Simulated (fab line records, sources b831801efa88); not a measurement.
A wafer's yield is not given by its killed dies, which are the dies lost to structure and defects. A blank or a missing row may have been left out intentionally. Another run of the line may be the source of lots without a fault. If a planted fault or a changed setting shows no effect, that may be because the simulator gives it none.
fab line records ; flow gf180mcu
record: lots: 24; wafers: 72; last_day: 34
route steps=602 shown CONTACT@288 V1@359 M2@365 TOP_METAL@567
lots that met no fault: from a run of the same line without faults
start_h: start of the lot's first displayed wafer, in hours after the record's first day ; wait_h: hours since the lot's step before ; " repeats the value in the row above ; L1.1+2: several wafers, shown together as one row ; - no value, or no start given ; * or withheld: withheld ; < > ~ a bound
route shown NAME@n: NAME is a module with steps in the file, n the number in the route of the first one ; usual: mean and standard deviation over wafers with no fault ; same: alike in all rows ; chamber/n: place in a boat ; sites: each site's reading ; _std_site: their standard deviation ; _edge_site: outer sites' mean less inner sites' ; radius_mm: for every site, how far away it sits from the centre of the wafer ; mask NAME#n: copy n ; behind: tool/chamber where the wafer was last shaped ; hold: why the lot was held/for how many hours/how that ended ; device: which transistor (n, p or np) failed to switch ; end of line: the same wafers' tests at the end of the route ; a step given without rows: its recipe and nothing more ; killed: count of dies lost to structure and defects at first sort (not the wafer's yield) ; map: a wafer's dies, marking killed ones x, the rest . and places with no die _
set.NAME: setting as actually run; set.NAME@STEP: the setting as run at that earlier step ; model.NAME: the simulator's own value behind a step, which no gauge read
steps of the route over a sample of lots; a table a step, a row a wafer
services: a tool's chamber out of use, with start hour (start_h, from the record's first day; less than 0 if before it), hours out, and reason
== steps ==
step: GF_CONTACT_THK_MEAS_01
recipe: reads: SiO2_of_CONTACT_CVD_00
usual: CONTACT_CVD_00_THK: 298.9/2.5
lot.wafer;tool;chamber;start_h;wait_h;CONTACT_CVD_00_THK[nm]
L074.3;film_metro-02;-;342.79;0.1;298.7
L074.4;film_metro-02;-;342.79;0.1;300.4
L074.5;film_metro-02;-;342.79;0.1;294.9
L075.2;film_metro-01;-;347.03;0.0;296.4
L075.3;film_metro-01;-;347.03;0.0;297.3
L075.6;film_metro-01;-;347.03;0.0;296.0
L076.1;film_metro-04;-;354.56;0.0;301.9
L076.5;film_metro-04;-;354.56;0.0;302.8
L076.6;film_metro-04;-;354.56;0.0;299.5
L077.2;film_metro-02;-;364.07;0.0;297.5
L077.3;film_metro-02;-;364.07;0.0;296.5
L077.4;film_metro-02;-;364.07;0.0;297.8
L078.1;film_metro-01;-;370.42;0.0;297.3
L078.4;film_metro-01;-;370.42;0.0;300.4
L078.5;film_metro-01;-;370.42;0.0;304.0
L079.2;film_metro-04;-;380.48;0.0;296.5
L079.3;film_metro-04;-;380.48;0.0;298.0
L079.5;film_metro-04;-;380.48;0.0;299.5
L080.1;film_metro-04;-;389.26;0.0;297.2
L080.2;film_metro-04;-;389.26;0.0;294.1
L080.3;film_metro-04;-;389.26;0.0;296.7
L081.1;film_metro-02;-;401.41;0.0;300.3
L081.2;film_metro-02;-;401.41;0.0;297.2
L081.6;film_metro-02;-;401.41;0.0;298.3
L082.1;film_metro-02;-;410.58;0.0;292.3
L082.2;film_metro-02;-;410.58;0.0;300.1
L082.6;film_metro-02;-;410.58;0.0;297.0
L083.1;film_metro-01;-;419.06;0.0;300.0
L083.2;film_metro-01;-;419.06;0.0;297.8
L083.3;film_metro-01;-;419.06;0.0;301.3
L084.1;film_metro-04;-;429.82;0.0;304.8
L084.3;film_metro-04;-;429.82;0.0;303.6
L084.4;film_metro-04;-;429.82;0.0;303.8
L085.3;film_metro-02;-;433.25;0.0;296.7
L085.4;film_metro-02;-;433.25;0.0;297.2
L085.6;film_metro-02;-;433.25;0.0;298.5
L086.1;film_metro-04;-;448.22;0.0;301.8
L086.4;film_metro-04;-;448.22;0.0;299.4
L086.5;film_metro-04;-;448.22;0.0;301.5
L087.3;film_metro-01;-;449.15;0.0;299.1
L087.4;film_metro-01;-;449.15;0.0;298.1
L087.6;film_metro-01;-;449.15;0.0;295.2
L088.1;film_metro-04;-;478.72;0.0;300.4
L088.4;film_metro-04;-;478.72;0.0;300.6
L088.5;film_metro-04;-;478.72;0.0;294.5
L090.1;film_metro-04;-;489.22;0.0;299.7
L090.4;film_metro-04;-;489.22;0.0;302.0
L090.5;film_metro-04;-;489.22;0.0;297.1
L089.3;film_metro-02;-;490.99;0.0;297.2
L089.4;film_metro-02;-;490.99;0.0;296.0
L089.5;film_metro-02;-;490.99;0.0;296.1
L091.2;film_metro-04;-;491.88;0.0;301.2
L091.5;film_metro-04;-;491.88;0.0;296.7
L091.6;film_metro-04;-;491.88;0.0;297.7
L092.2;film_metro-02;-;494.57;0.0;297.8
L092.5;film_metro-02;-;494.57;0.0;294.1
L092.6;film_metro-02;-;494.57;0.0;293.6
L093.2;film_metro-01;-;498.25;0.0;296.6
L093.5;film_metro-01;-;498.25;0.0;297.1
L093.6;film_metro-01;-;498.25;0.0;295.2
L094.1;film_metro-04;-;521.57;0.0;302.4
L094.2;film_metro-04;-;521.57;0.0;301.0
L094.5;film_metro-04;-;521.57;0.0;298.8
L095.1;film_metro-04;-;527.02;0.0;299.4
L095.2;film_metro-04;-;527.02;0.0;300.1
L095.4;film_metro-04;-;527.02;0.0;300.9
L096.2;film_metro-02;-;538.78;0.0;299.1
L096.3;film_metro-02;-;538.78;0.0;299.7
L096.6;film_metro-02;-;538.78;0.0;298.9
L097.1;film_metro-02;-;547.07;0.0;302.4
L097.2;film_metro-02;-;547.07;0.0;297.4
L097.5;film_metro-02;-;547.07;0.0;298.5
step: GF_CONTACT_STRIP_18
recipe: chemistry: O2/N2; power_w: 1400; pressure_mtorr: 1500; platen_temp_c: 250; o2_flow_sccm: 3000; n2_flow_sccm: 300; overash_fraction: 0.5
usual: drypump_motor_current_A: 5.8/0.31; heater_power_w: 317/19; oes_product_au: 0.580/0.0051
same: overash_fraction: 0.5
lot.wafer;tool;chamber;start_h;wait_h;drypump_motor_current_A;heater_power_w;oes_product_au;rf_hours_counter_h
L074.3;plasma_asher-02;0;365.41;-;5.5;283;0.585;-
L074.4;plasma_asher-02;1;365.41;-;5.7;345;0.582;-
L074.5;plasma_asher-02;1;365.41;-;5.8;340;0.583;-
L075.2;plasma_asher-04;1;369.28;-;6.4;338;0.572;69
L075.3;plasma_asher-04;1;369.28;-;6.4;342;0.575;-
L075.6;plasma_asher-04;0;369.28;-;5.7;323;0.587;-
L076.1;plasma_asher-03;1;378.48;-;5.7;320;0.575;73
L076.5;plasma_asher-03;0;378.48;-;5.5;312;0.588;-
L076.6;plasma_asher-03;1;378.48;-;5.7;323;0.580;-
L077.2;plasma_asher-02;1;387.32;-;5.8;327;0.580;28
L077.3;plasma_asher-02;0;387.32;-;5.6;268;0.592;-
L077.4;plasma_asher-02;1;387.32;-;5.8;342;0.581;-
L078.1;plasma_asher-02;1;394.17;-;5.8;330;0.584;29
L078.4;plasma_asher-02;1;394.17;-;5.7;343;0.576;-
L078.5;plasma_asher-02;1;394.17;-;5.7;342;0.577;-
L079.2;plasma_asher-03;1;404.47;-;5.7;320;0.584;76
L079.3;plasma_asher-03;0;404.47;-;5.5;308;0.583;-
L079.5;plasma_asher-03;1;404.47;-;5.7;327;0.575;-
L080.1;plasma_asher-03;1;413.52;-;5.7;319;0.571;78
L080.2;plasma_asher-03;0;413.52;-;5.5;314;0.575;78
L080.3;plasma_asher-03;0;413.52;-;5.5;304;0.581;-
L081.1;plasma_asher-02;0;426.52;-;5.5;268;0.581;33
L081.2;plasma_asher-02;1;426.52;-;5.7;341;0.580;33
L081.6;plasma_asher-02;0;426.52;-;5.6;277;0.574;-
L082.1;plasma_asher-02;1;435.73;-;5.7;347;0.579;34
L082.2;plasma_asher-02;0;435.73;-;5.5;277;0.575;34
L082.6;plasma_asher-02;1;435.73;-;5.8;351;0.581;-
L083.1;plasma_asher-04;0;444.43;-;5.7;333;0.584;1
L083.2;plasma_asher-04;1;444.43;-;6.4;330;0.584;1
L083.3;plasma_asher-04;0;444.43;-;5.7;327;0.575;-
L084.1;plasma_asher-04;0;455.28;-;5.7;323;0.585;2
L084.3;plasma_asher-04;0;455.28;-;5.7;330;0.593;-
L084.4;plasma_asher-04;1;455.28;-;6.4;326;0.583;-
L085.3;plasma_asher-04;1;458.81;-;6.4;324;0.583;-
L085.4;plasma_asher-04;0;458.81;-;5.7;327;0.581;-
L085.6;plasma_asher-04;0;458.81;-;5.7;324;0.573;-
L086.1;plasma_asher-04;0;473.17;-;5.7;330;0.581;4
L086.4;plasma_asher-04;1;473.17;-;6.4;327;0.594;-
L086.5;plasma_asher-04;0;473.17;-;5.7;321;0.585;-
L087.3;plasma_asher-03;0;474.11;-;5.5;311;0.577;-
L087.4;plasma_asher-03;1;474.11;-;5.7;318;0.584;-
L087.6;plasma_asher-03;0;474.11;-;5.5;318;0.586;-
L088.1;plasma_asher-02;1;503.87;-;5.7;336;0.588;41
L088.4;plasma_asher-02;0;503.87;-;5.5;280;0.585;-
L088.5;plasma_asher-02;1;503.87;-;5.8;338;0.580;-
L090.1;plasma_asher-03;1;514.47;-;5.7;319;0.585;88
L090.4;plasma_asher-03;0;514.47;-;5.5;307;0.586;-
L090.5;plasma_asher-03;1;514.47;-;5.7;321;0.581;-
L089.3;plasma_asher-04;0;515.36;-;5.7;317;0.585;-
L089.4;plasma_asher-04;1;515.36;-;6.4;330;0.581;-
L089.5;plasma_asher-04;0;515.36;-;5.7;327;0.579;-
L091.2;plasma_asher-03;0;516.62;-;5.5;306;0.575;89
L091.5;plasma_asher-03;1;516.62;-;5.7;310;0.587;-
L091.6;plasma_asher-03;0;516.62;-;5.5;313;0.579;-
L092.2;plasma_asher-04;1;519.37;-;6.4;334;0.578;9
L092.5;plasma_asher-04;1;519.37;-;6.4;331;0.585;-
L092.6;plasma_asher-04;0;519.37;-;5.7;321;0.573;-
L093.2;plasma_asher-03;0;523.17;-;5.5;311;0.577;90
L093.5;plasma_asher-03;1;523.17;-;5.7;323;0.576;-
L093.6;plasma_asher-03;0;523.17;-;5.5;311;0.588;-
L094.1;plasma_asher-04;0;545.72;-;5.7;326;0.579;12
L094.2;plasma_asher-04;1;545.72;-;6.4;322;0.576;12
L094.5;plasma_asher-04;1;545.72;-;6.4;324;0.587;-
L095.1;plasma_asher-03;1;550.06;-;5.7;327;0.581;93
L095.2;plasma_asher-03;0;550.06;-;5.5;312;0.582;93
L095.4;plasma_asher-03;1;550.06;-;5.7;315;0.577;-
L096.2;plasma_asher-03;1;562.52;-;5.7;327;0.573;94
L096.3;plasma_asher-03;0;562.52;-;5.5;309;0.571;-
L096.6;plasma_asher-03;1;562.52;-;5.7;315;0.573;-
L097.1;plasma_asher-04;0;570.66;-;5.7;329;0.576;15
L097.2;plasma_asher-04;1;570.66;-;6.4;327;0.574;15
L097.5;plasma_asher-04;1;570.66;-;6.4;325;0.581;-
step: GF_V1_RS_MEAS_24
recipe: thk_meas_gauge: four-point-probe; reads: W_of_V1_CVD_23+TiN_of_V1_SPUTTER_22+Ti_of_V1_SPUTTER_21
usual: V1_W_RS: 0.328/0.0055
lot.wafer;tool;chamber;start_h;wait_h;V1_W_RS[ohm/sq]
L074.3;film_metro-03;-;416.27;0.1;0.336
L074.4;film_metro-03;-;416.27;0.1;0.321
L074.5;film_metro-03;-;416.27;0.1;0.334
L075.2;film_metro-03;-;419.40;0.1;0.331
L075.3;film_metro-03;-;419.40;0.1;0.320
L075.6;film_metro-03;-;419.40;0.1;0.320
L076.1;film_metro-01;-;430.14;0.1;0.331
L076.5;film_metro-01;-;430.14;0.1;0.331
L076.6;film_metro-01;-;430.14;0.1;0.330
L077.2;film_metro-03;-;438.15;0.1;0.326
L077.3;film_metro-03;-;438.15;0.1;0.328
L077.4;film_metro-03;-;438.15;0.1;0.329
L078.1;film_metro-02;-;446.22;0.1;0.334
L078.4;film_metro-02;-;446.22;0.1;0.327
L078.5;film_metro-02;-;446.22;0.1;0.334
L079.2;film_metro-02;-;456.55;0.1;0.319
L079.3;film_metro-02;-;456.55;0.1;0.317
L079.5;film_metro-02;-;456.55;0.1;0.333
L080.1;film_metro-01;-;466.76;0.1;0.334
L080.2;film_metro-01;-;466.76;0.1;0.327
L080.3;film_metro-01;-;466.76;0.1;0.330
L081.1;film_metro-03;-;479.64;0.1;0.330
L081.2;film_metro-03;-;479.64;0.1;0.334
L081.6;film_metro-03;-;479.64;0.1;0.338
L082.1;film_metro-03;-;487.65;0.2;0.319
L082.2;film_metro-03;-;487.65;0.2;0.319
L082.6;film_metro-03;-;487.65;0.2;0.321
L083.1;film_metro-02;-;496.90;0.2;0.321
L083.2;film_metro-02;-;496.90;0.2;0.320
L083.3;film_metro-02;-;496.90;0.2;0.319
L084.1;film_metro-02;-;506.54;0.1;0.321
L084.3;film_metro-02;-;506.54;0.1;0.330
L084.4;film_metro-02;-;506.54;0.1;0.322
L085.3;film_metro-01;-;510.72;0.1;0.333
L085.4;film_metro-01;-;510.72;0.1;0.322
L085.6;film_metro-01;-;510.72;0.1;0.334
L086.1;film_metro-03;-;524.43;0.1;0.332
L086.4;film_metro-03;-;524.43;0.1;0.329
L086.5;film_metro-03;-;524.43;0.1;0.330
L087.3;film_metro-01;-;526.33;0.1;0.323
L087.4;film_metro-01;-;526.33;0.1;0.335
L087.6;film_metro-01;-;526.33;0.1;0.339
L088.1;film_metro-02;-;553.33;0.1;0.318
L088.4;film_metro-02;-;553.33;0.1;0.322
L088.5;film_metro-02;-;553.33;0.1;0.317
L090.1;film_metro-02;-;563.83;0.1;0.326
L090.4;film_metro-02;-;563.83;0.1;0.330
L090.5;film_metro-02;-;563.83;0.1;0.327
L089.3;film_metro-02;-;564.61;0.1;0.333
L089.4;film_metro-02;-;564.61;0.1;0.321
L089.5;film_metro-02;-;564.61;0.1;0.318
L091.2;film_metro-02;-;566.35;0.1;0.327
L091.5;film_metro-02;-;566.35;0.1;0.333
L091.6;film_metro-02;-;566.35;0.1;0.329
L092.2;film_metro-02;-;569.26;0.1;0.329
L092.5;film_metro-02;-;569.26;0.1;0.328
L092.6;film_metro-02;-;569.26;0.1;0.333
L093.2;film_metro-03;-;573.35;0.1;0.331
L093.5;film_metro-03;-;573.35;0.1;0.330
L093.6;film_metro-03;-;573.35;0.1;0.332
L094.1;film_metro-02;-;593.13;0.1;0.333
L094.2;film_metro-02;-;593.13;0.1;0.338
L094.5;film_metro-02;-;593.13;0.1;0.334
L095.1;film_metro-01;-;599.09;0.1;0.318
L095.2;film_metro-01;-;599.09;0.1;0.330
L095.4;film_metro-01;-;599.09;0.1;0.330
L096.2;film_metro-02;-;608.10;0.1;0.329
L096.3;film_metro-02;-;608.10;0.1;0.326
L096.6;film_metro-02;-;608.10;0.1;0.328
L097.1;film_metro-02;-;616.38;0.1;0.327
L097.2;film_metro-02;-;616.38;0.1;0.330
L097.5;film_metro-02;-;616.38;0.1;0.330
step: GF_M2_SPUTTER_03
recipe: material: Ti; target_thk_nm: 10; substrate_temp_c: 300; chamber_pressure_pa: 0.3; power_w: 3000; time_s: 6.7
usual: throttle_valve_pct: 30.6/0.89
lot.wafer;tool;chamber;start_h;wait_h;throttle_valve_pct
L074.3;pvd_sputter-01;-;416.87;0.0;33.1
L074.4;pvd_sputter-01;-;416.87;0.0;30.2
L074.5;pvd_sputter-01;-;416.87;0.0;30.1
L075.2;pvd_sputter-04;-;420.02;0.0;30.0
L075.3;pvd_sputter-04;-;420.02;0.0;31.1
L075.6;pvd_sputter-04;-;420.02;0.0;31.1
L076.1;pvd_sputter-03;-;430.78;0.0;29.4
L076.5;pvd_sputter-03;-;430.78;0.0;30.0
L076.6;pvd_sputter-03;-;430.78;0.0;30.4
L077.2;pvd_sputter-01;-;438.77;0.0;30.5
L077.3;pvd_sputter-01;-;438.77;0.0;33.3
L077.4;pvd_sputter-01;-;438.77;0.0;30.3
L078.1;pvd_sputter-04;-;446.86;0.0;31.1
L078.4;pvd_sputter-04;-;446.86;0.0;30.0
L078.5;pvd_sputter-04;-;446.86;0.0;31.2
L079.2;pvd_sputter-04;-;457.19;0.0;30.9
L079.3;pvd_sputter-04;-;457.19;0.0;31.3
L079.5;pvd_sputter-04;-;457.19;0.0;31.0
L080.1;pvd_sputter-04;-;467.40;0.0;31.3
L080.2;pvd_sputter-04;-;467.40;0.0;31.0
L080.3;pvd_sputter-04;-;467.40;0.0;30.9
L081.1;pvd_sputter-04;-;480.28;0.0;31.3
L081.2;pvd_sputter-04;-;480.28;0.0;31.2
L081.6;pvd_sputter-04;-;480.28;0.0;31.0
L082.1;pvd_sputter-03;-;488.29;0.0;30.0
L082.2;pvd_sputter-03;-;488.29;0.0;29.5
L082.6;pvd_sputter-03;-;488.29;0.0;30.0
L083.1;pvd_sputter-04;-;497.54;0.0;30.9
L083.2;pvd_sputter-04;-;497.54;0.0;31.0
L083.3;pvd_sputter-04;-;497.54;0.0;31.2
L084.1;pvd_sputter-03;-;507.18;0.0;29.9
L084.3;pvd_sputter-03;-;507.18;0.0;30.3
L084.4;pvd_sputter-03;-;507.18;0.0;29.4
L085.3;pvd_sputter-03;-;511.32;0.0;29.4
L085.4;pvd_sputter-03;-;511.32;0.0;30.2
L085.6;pvd_sputter-03;-;511.32;0.0;30.5
L086.1;pvd_sputter-01;-;525.07;0.0;33.0
L086.4;pvd_sputter-01;-;525.07;0.0;31.3
L086.5;pvd_sputter-01;-;525.07;0.0;30.9
L087.3;pvd_sputter-04;-;526.93;0.0;29.9
L087.4;pvd_sputter-04;-;526.93;0.0;31.2
L087.6;pvd_sputter-04;-;526.93;0.0;31.0
L088.1;pvd_sputter-03;-;553.97;0.0;30.2
L088.4;pvd_sputter-03;-;553.97;0.0;30.1
L088.5;pvd_sputter-03;-;553.97;0.0;29.8
L090.1;pvd_sputter-01;-;564.47;0.0;33.1
L090.4;pvd_sputter-01;-;564.47;0.0;31.2
L090.5;pvd_sputter-01;-;564.47;0.0;33.2
L089.3;pvd_sputter-04;-;565.21;0.0;29.9
L089.4;pvd_sputter-04;-;565.21;0.0;30.9
L089.5;pvd_sputter-04;-;565.21;0.0;31.1
L091.2;pvd_sputter-03;-;566.97;0.0;29.8
L091.5;pvd_sputter-03;-;566.97;0.0;30.6
L091.6;pvd_sputter-03;-;566.97;0.0;29.6
L092.2;pvd_sputter-01;-;569.88;0.0;30.6
L092.5;pvd_sputter-01;-;569.88;0.0;30.0
L092.6;pvd_sputter-01;-;569.88;0.0;31.4
L093.2;pvd_sputter-01;-;576.36;0.0;31.2
L093.5;pvd_sputter-01;-;576.36;0.0;30.9
L093.6;pvd_sputter-01;-;576.36;0.0;30.0
L094.1;pvd_sputter-01;-;593.77;0.0;30.4
L094.2;pvd_sputter-01;-;593.77;0.0;33.2
L094.5;pvd_sputter-01;-;593.77;0.0;33.2
L095.1;pvd_sputter-03;-;599.94;0.0;30.3
L095.2;pvd_sputter-03;-;599.94;0.0;30.3
L095.4;pvd_sputter-03;-;599.94;0.0;29.5
L096.2;pvd_sputter-03;-;608.72;0.0;30.0
L096.3;pvd_sputter-03;-;608.72;0.0;30.3
L096.6;pvd_sputter-03;-;608.72;0.0;29.4
L097.1;pvd_sputter-03;-;617.02;0.0;30.4
L097.2;pvd_sputter-03;-;617.02;0.0;30.5
L097.5;pvd_sputter-03;-;617.02;0.0;30.1
step: GF_M2_THK_MEAS_06
recipe: thk_meas_gauge: xrf; reads: AlCu_of_M2_SPUTTER_02
usual: M2_ALCU_THK: 445/5.2
lot.wafer;tool;chamber;start_h;wait_h;M2_ALCU_THK[nm]
L074.3;film_metro-03;-;417.07;0.1;439
L074.4;film_metro-03;-;417.07;0.1;441
L074.5;film_metro-03;-;417.07;0.1;442
L075.2;film_metro-03;-;420.21;0.1;437
L075.3;film_metro-03;-;420.21;0.1;441
L075.6;film_metro-03;-;420.21;0.1;443
L076.1;film_metro-03;-;430.96;0.1;442
L076.5;film_metro-03;-;430.96;0.1;441
L076.6;film_metro-03;-;430.96;0.1;441
L077.2;film_metro-02;-;438.96;0.1;446
L077.3;film_metro-02;-;438.96;0.1;441
L077.4;film_metro-02;-;438.96;0.1;446
L078.1;film_metro-03;-;447.04;0.1;453
L078.4;film_metro-03;-;447.04;0.1;447
L078.5;film_metro-03;-;447.04;0.1;453
L079.2;film_metro-04;-;457.38;0.1;451
L079.3;film_metro-04;-;457.38;0.1;455
L079.5;film_metro-04;-;457.38;0.1;452
L080.1;film_metro-04;-;467.58;0.1;446
L080.2;film_metro-04;-;467.58;0.1;450
L080.3;film_metro-04;-;467.58;0.1;443
L081.1;film_metro-03;-;480.46;0.1;448
L081.2;film_metro-03;-;480.46;0.1;449
L081.6;film_metro-03;-;480.46;0.1;446
L082.1;film_metro-04;-;488.47;0.1;439
L082.2;film_metro-04;-;488.47;0.1;442
L082.6;film_metro-04;-;488.47;0.1;440
L083.1;film_metro-03;-;497.73;0.1;447
L083.2;film_metro-03;-;497.73;0.1;446
L083.3;film_metro-03;-;497.73;0.1;447
L084.1;film_metro-02;-;507.36;0.1;444
L084.3;film_metro-02;-;507.36;0.1;444
L084.4;film_metro-02;-;507.36;0.1;448
L085.3;film_metro-03;-;511.52;0.1;437
L085.4;film_metro-03;-;511.52;0.1;436
L085.6;film_metro-03;-;511.52;0.1;437
L086.1;film_metro-04;-;525.25;0.1;438
L086.4;film_metro-04;-;525.25;0.1;440
L086.5;film_metro-04;-;525.25;0.1;437
L087.3;film_metro-02;-;527.13;0.1;442
L087.4;film_metro-02;-;527.13;0.1;444
L087.6;film_metro-02;-;527.13;0.1;452
L088.1;film_metro-02;-;554.15;0.1;451
L088.4;film_metro-02;-;554.15;0.1;446
L088.5;film_metro-02;-;554.15;0.1;446
L090.1;film_metro-03;-;564.66;0.1;439
L090.4;film_metro-03;-;564.66;0.1;448
L090.5;film_metro-03;-;564.66;0.1;443
L089.3;film_metro-04;-;565.41;0.1;450
L089.4;film_metro-04;-;565.41;0.1;450
L089.5;film_metro-04;-;565.41;0.1;446
L091.2;film_metro-04;-;567.17;0.1;446
L091.5;film_metro-04;-;567.17;0.1;443
L091.6;film_metro-04;-;567.17;0.1;447
L092.2;film_metro-03;-;570.07;0.1;437
L092.5;film_metro-03;-;570.07;0.1;439
L092.6;film_metro-03;-;570.07;0.1;443
L093.2;film_metro-02;-;576.55;0.1;451
L093.5;film_metro-02;-;576.55;0.1;451
L093.6;film_metro-02;-;576.55;0.1;447
L094.1;film_metro-02;-;593.95;0.1;449
L094.2;film_metro-02;-;593.95;0.1;451
L094.5;film_metro-02;-;593.95;0.1;455
L095.1;film_metro-02;-;600.12;0.1;435
L095.2;film_metro-02;-;600.12;0.1;441
L095.4;film_metro-02;-;600.12;0.1;438
L096.2;film_metro-03;-;608.91;0.1;455
L096.3;film_metro-03;-;608.91;0.1;446
L096.6;film_metro-03;-;608.91;0.1;452
L097.1;film_metro-03;-;617.20;0.1;449
L097.2;film_metro-03;-;617.20;0.1;445
L097.5;film_metro-03;-;617.20;0.1;445
step: GF_TOP_METAL_SPUTTER_00
recipe: material: Ti; target_thk_nm: 37.5; arriving_ion_energy_ev: 80; substrate_temp_c: 200; chamber_pressure_pa: 2; power_w: 4000; time_s: 150
usual: throttle_valve_pct: 30.8/1
lot.wafer;tool;chamber;start_h;wait_h;throttle_valve_pct
L074.3;pvd_sputter-01;-;635.93;0.1;33.2
L074.4;pvd_sputter-01;-;635.93;0.1;31.1
L074.5;pvd_sputter-01;-;635.93;0.1;30.3
L075.2;pvd_sputter-01;-;638.82;0.2;30.1
L075.3;pvd_sputter-01;-;638.82;0.2;33.1
L075.6;pvd_sputter-01;-;638.82;0.2;30.1
L076.1;pvd_sputter-04;-;646.18;0.1;31.3
L076.5;pvd_sputter-04;-;646.18;0.1;30.0
L076.6;pvd_sputter-04;-;646.18;0.1;31.3
L077.2;pvd_sputter-03;-;651.44;0.2;29.4
L077.3;pvd_sputter-03;-;651.44;0.2;30.0
L077.4;pvd_sputter-03;-;651.44;0.2;30.0
L078.1;pvd_sputter-04;-;661.22;0.1;29.8
L078.4;pvd_sputter-04;-;661.22;0.1;31.3
L078.5;pvd_sputter-04;-;661.22;0.1;30.0
L079.2;pvd_sputter-04;-;668.54;0.2;31.2
L079.3;pvd_sputter-04;-;668.54;0.2;31.1
L079.5;pvd_sputter-04;-;668.54;0.2;31.0
L080.1;pvd_sputter-01;-;676.78;0.1;30.5
L080.2;pvd_sputter-01;-;676.78;0.1;33.3
L080.3;pvd_sputter-01;-;676.78;0.1;30.1
L081.1;pvd_sputter-01;-;686.74;0.1;30.4
L081.2;pvd_sputter-01;-;686.74;0.1;29.9
L081.6;pvd_sputter-01;-;686.74;0.1;30.1
L082.1;pvd_sputter-04;-;691.29;0.1;31.2
L082.2;pvd_sputter-04;-;691.29;0.1;30.8
L082.6;pvd_sputter-04;-;691.29;0.1;31.1
L083.1;pvd_sputter-01;-;699.03;0.2;30.5
L083.2;pvd_sputter-01;-;699.03;0.2;31.3
L083.3;pvd_sputter-01;-;699.03;0.2;29.9
L084.1;pvd_sputter-03;-;708.04;0.1;29.2
L084.3;pvd_sputter-03;-;708.04;0.1;29.9
L084.4;pvd_sputter-03;-;708.04;0.1;30.3
L085.3;pvd_sputter-03;-;710.52;0.2;30.5
L085.4;pvd_sputter-03;-;710.52;0.2;29.4
L085.6;pvd_sputter-03;-;710.52;0.2;29.5
L086.1;pvd_sputter-04;-;723.98;0.1;29.7
L086.4;pvd_sputter-04;-;723.98;0.1;31.2
L086.5;pvd_sputter-04;-;723.98;0.1;31.0
L087.3;pvd_sputter-04;-;725.01;0.1;31.1
L087.4;pvd_sputter-04;-;725.01;0.1;31.0
L087.6;pvd_sputter-04;-;725.01;0.1;29.9
L088.1;pvd_sputter-01;-;745.23;0.2;30.2
L088.4;pvd_sputter-01;-;745.23;0.2;30.3
L088.5;pvd_sputter-01;-;745.23;0.2;33.0
L090.1;pvd_sputter-01;-;750.49;0.2;31.2
L090.4;pvd_sputter-01;-;750.49;0.2;30.1
L090.5;pvd_sputter-01;-;750.49;0.2;31.1
L089.3;pvd_sputter-04;-;753.23;0.2;31.3
L089.4;pvd_sputter-04;-;753.23;0.2;31.3
L089.5;pvd_sputter-04;-;753.23;0.2;30.8
L091.2;pvd_sputter-01;-;753.53;0.2;30.2
L091.5;pvd_sputter-01;-;753.53;0.2;33.3
L091.6;pvd_sputter-01;-;753.53;0.2;30.3
L092.2;pvd_sputter-01;-;754.67;0.1;31.3
L092.5;pvd_sputter-01;-;754.67;0.1;31.5
L092.6;pvd_sputter-01;-;754.67;0.1;33.1
L093.2;pvd_sputter-03;-;759.68;0.2;30.6
L093.5;pvd_sputter-03;-;759.68;0.2;29.9
L093.6;pvd_sputter-03;-;759.68;0.2;30.1
L094.1;pvd_sputter-01;-;774.24;0.1;31.2
L094.2;pvd_sputter-01;-;774.24;0.1;33.3
L094.5;pvd_sputter-01;-;774.24;0.1;30.2
L095.1;pvd_sputter-04;-;779.33;0.2;31.0
L095.2;pvd_sputter-04;-;779.33;0.2;31.2
L095.4;pvd_sputter-04;-;779.33;0.2;31.2
L096.2;pvd_sputter-01;-;785.68;0.2;30.2
L096.3;pvd_sputter-01;-;785.68;0.2;32.9
L096.6;pvd_sputter-01;-;785.68;0.2;31.4
L097.1;pvd_sputter-04;-;792.93;0.2;31.0
L097.2;pvd_sputter-04;-;792.93;0.2;31.1
L097.5;pvd_sputter-04;-;792.93;0.2;29.7
== services ==
tool;chamber;start_h;hours;kind
plasma_asher-03;-;353.64;2.8;pm
pvd_sputter-04;-;353.89;1.1;repair
plasma_asher-04;-;398.36;15.6;pm
plasma_asher-04;-;415.72;1.8;repair
pvd_sputter-01;-;419.55;6.0;repair
plasma_asher-04;-;421.25;9.0;pm
pvd_sputter-03;-;448.92;6.1;repair
plasma_asher-02;-;453.75;5.5;repair
plasma_asher-03;-;474.47;2.7;repair
plasma_asher-02;-;548.35;5.4;repair
pvd_sputter-03;-;556.36;9.2;repair
pvd_sputter-04;-;591.21;1.6;repair
pvd_sputter-01;3;636.15;-;consumable_replace:kit
pvd_sputter-01;3;636.15;18.0;scheduled_down
pvd_sputter-03;-;641.55;0.9;repair
pvd_sputter-01;-;646.98;1.1;repair
pvd_sputter-04;-;675.06;1.9;repair
plasma_asher-03;-;687.52;14.6;pm
pvd_sputter-04;-;706.26;13.1;repair
plasma_asher-04;-;708.51;6.8;repair
plasma_asher-02;-;721.60;14.6;pm
pvd_sputter-01;-;727.03;3.5;repair
pvd_sputter-01;-;730.87;1.7;repair
plasma_asher-03;-;733.75;9.0;pm
== key ==
fault none
